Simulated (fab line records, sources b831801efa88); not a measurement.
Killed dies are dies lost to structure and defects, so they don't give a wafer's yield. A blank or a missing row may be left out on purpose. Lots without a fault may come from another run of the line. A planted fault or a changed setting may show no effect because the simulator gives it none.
Chamber matching | flow sky130 | SKY_LI_CONTACT_CMP_02 on cmp-02: 4 sister chambers
The step polishes PSG. 8 wafers are shown with their chamber, then 9 later ones without.

WAFERS WITH THEIR CHAMBER
wafer  | chamber | motor_current_A (A) | time_to_endpoint_s (s)
L859.1 | 0       | 10.3                | 33.2
L859.4 | 3       | 11.8                | 29.2
L860.1 | 2       | 10.8                | 30.8
L860.4 | 1       | 13.1                | 30.3
L860.5 | 2       | 11.2                | 31.0
L861.1 | 1       | 14.2                | 33.7
L861.3 | 3       | 11.5                | 32.9
L861.4 | 0       | 10.6                | 32.6

WAFERS WITHOUT THEIR CHAMBER
wafer  | motor_current_A (A) | time_to_endpoint_s (s)
L870.1 | 13.3                | 28.9
L870.3 | 10.4                | 33.4
L870.4 | 11.3                | 29.4
L871.2 | 11.6                | 27.4
L871.3 | 13.6                | 29.4
L871.5 | 13.7                | 28.3
L872.1 | 11.7                | 28.4
L872.5 | 11.1                | 32.1
L872.6 | 10.4                | 32.3

WHICH CHAMBER EACH WENT THROUGH
wafer  | from the rows above          | in truth
L870.1 | 1                            | 1
L870.3 | can't be placed: 0 or 2      | 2
L870.4 | can't be placed: 2 or 3 or 0 | 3
L871.2 | can't be placed: 3 or 2 or 0 | 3
L871.3 | 1                            | 1
L871.5 | 1                            | 1
L872.1 | can't be placed: 3 or 2      | 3
L872.5 | can't be placed: 2 or 3 or 0 | 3
L872.6 | can't be placed: 0 or 2      | 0
Placed correctly: 3 of 9. Can't be placed from these rows: 6 (the true chamber is among the candidates in 6). Placed wrongly: 0.
How it was worked out, from the rows above alone: a wafer's distance from a chamber is the root of the sum, over the readings, of the square of ((its reading less the chamber's mean) divided by the reading's scatter). The wafer belongs to the nearest chamber; if the next one is less than 2 further off, it can't be placed. A chamber's mean is the mean of its shown wafers. The scatter: the root of (the sum of the squares of (reading less its chamber's mean) over the shown wafers, divided by (wafers less chambers)).
